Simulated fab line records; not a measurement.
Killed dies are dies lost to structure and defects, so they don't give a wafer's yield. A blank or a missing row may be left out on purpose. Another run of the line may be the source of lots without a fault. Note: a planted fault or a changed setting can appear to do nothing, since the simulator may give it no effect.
What tool caused it?    flow gf180mcu    21 wafers from 7 lots sampled at 2 of the route's 602 steps

WHAT EACH GAUGE READ, for each wafer
GF_V5_THK_MEAS_03.
lot   measured      on            V5_CVD_02_THK (nm)
L726  day 26 23:37  filmMetro-04  1449 1483 1475
L730  day 28 07:20  filmMetro-04  1442 1463 1473
L732  day 29 00:57  filmMetro-04  1443 1417 1461
L735  day 30 02:58  filmMetro-03  1462 1475 1505
L737  day 30 11:19  filmMetro-02  1420 1427 1462
L744  day 32 07:32  filmMetro-04  1451 1440 966
L747  day 32 18:35  filmMetro-04  1466 1445 1500

WHICH TOOL RAN EACH LOT (tool, then ch and the chambers of the sampled wafers, then the start)
lot   GF_V5_CVD_02
L726  pecvd-01 ch 0,1, day 26 23:31
L730  pecvd-01 ch 1,2, day 28 07:13
L732  pecvd-03 ch 0,1,2, day 29 00:50
L735  pecvd-01 ch 1,2, day 30 02:51
L737  pecvd-03 ch 0,1,2, day 30 11:13
L744  pecvd-01 ch 1,2, day 32 07:25
L747  pecvd-04 ch 0,1, day 32 18:28
- GF_V5_CVD_02: deposits SiO2 from TEOS, target thk 1450 nm, time 163.28 s.

THE ANSWER, worked out from the rows above alone
Rule: the usual values come from the lots themselves. The widest of any qualifying gaps counts: lots, ordered by their means at a reading, are off when they make up no more than a third of the lots, leave a main group of 4 or more, and stand apart from it by 3 or more times the standard deviation of that group's means. A main group is skipped when, at the precision printed for the reading in the tables above, its means are all equal. Also off: a lot with no number at a reading for which 4 or more lots have one. The other lots that the step has rows for count as sound.
Off: L744, seen at GF_V5_THK_MEAS_03 (V5_CVD_02_THK). The main group has a mean of 1459 nm with a standard deviation of 16.
A tool fits if, at a process step before that reading, it ran every lot that is off, and no sound lot after the first of them. Gauges at GF_V5_THK_MEAS_03: tried the same way as those tools. One fits: GF_V5_CVD_02 on pecvd-01. Its last sound lot is L735 (day 30 02:51), its first lot that is off L744 (day 32 07:25): a fault that began between those two fits.

WHAT THE SIMULATOR HAD PUT IN
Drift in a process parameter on pecvd-01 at GF_V5_CVD_02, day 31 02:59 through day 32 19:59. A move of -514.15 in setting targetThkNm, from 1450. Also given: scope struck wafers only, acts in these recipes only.
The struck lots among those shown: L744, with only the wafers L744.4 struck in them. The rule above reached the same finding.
